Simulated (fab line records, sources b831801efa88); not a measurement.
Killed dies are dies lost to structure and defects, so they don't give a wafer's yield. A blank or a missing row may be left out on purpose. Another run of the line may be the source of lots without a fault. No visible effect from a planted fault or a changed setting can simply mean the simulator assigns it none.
Chamber matching	flow gf180mcu	cmp-02 running GF_V1_CMP_26: 4 sister chambers
The step polishes, stops on SiO2, t overpolish 15 s, target thk 0 nm. 4 wafers are shown with their chamber, then 9 later ones without.

## WAFERS PAIRED WITH THEIR CHAMBERS
wafer	chamber	time to endpoint s (s)
L086.5	3	85
L092.4	0	87
L092.5	1	90
L092.6	2	91

## WAFERS WITHOUT THEIR CHAMBER
wafer	time to endpoint s (s)
L095.1	88
L095.3	89
L095.6	87
L096.1	86
L096.3	88
L096.4	84
L097.1	85
L097.2	90
L097.5	82

## CHAMBER TAKEN BY EACH
wafer	from the rows above	in truth
L095.1	can't be placed: 0 or 1 or 2 or 3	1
L095.3	can't be placed: 1 or 0 or 2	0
L095.6	can't be placed: 0 or 3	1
L096.1	can't be placed: 0 or 3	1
L096.3	can't be placed: 0 or 1 or 2 or 3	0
L096.4	can't be placed: 3 or 0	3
L097.1	can't be placed: 3 or 0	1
L097.2	can't be placed: 1 or 2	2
L097.5	can't be placed: 3 or 0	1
Correctly placed: 0 of 9. Can't be placed from these rows: 9 (the true chamber is among the candidates in 5). Placed wrongly: 0.
How it was worked out, from the rows above alone: a wafer's distance from a chamber is the root of the sum, over the readings, of the square of ((its reading less the chamber's mean) divided by the reading's scatter). The wafer belongs to the nearest chamber; if the next one is less than 2 further off, it can't be placed. A chamber's mean is the mean of its shown wafers. The scatter: root of mean squared gap, hidden wafer to nearest shown wafer, with one shown wafer a chamber.
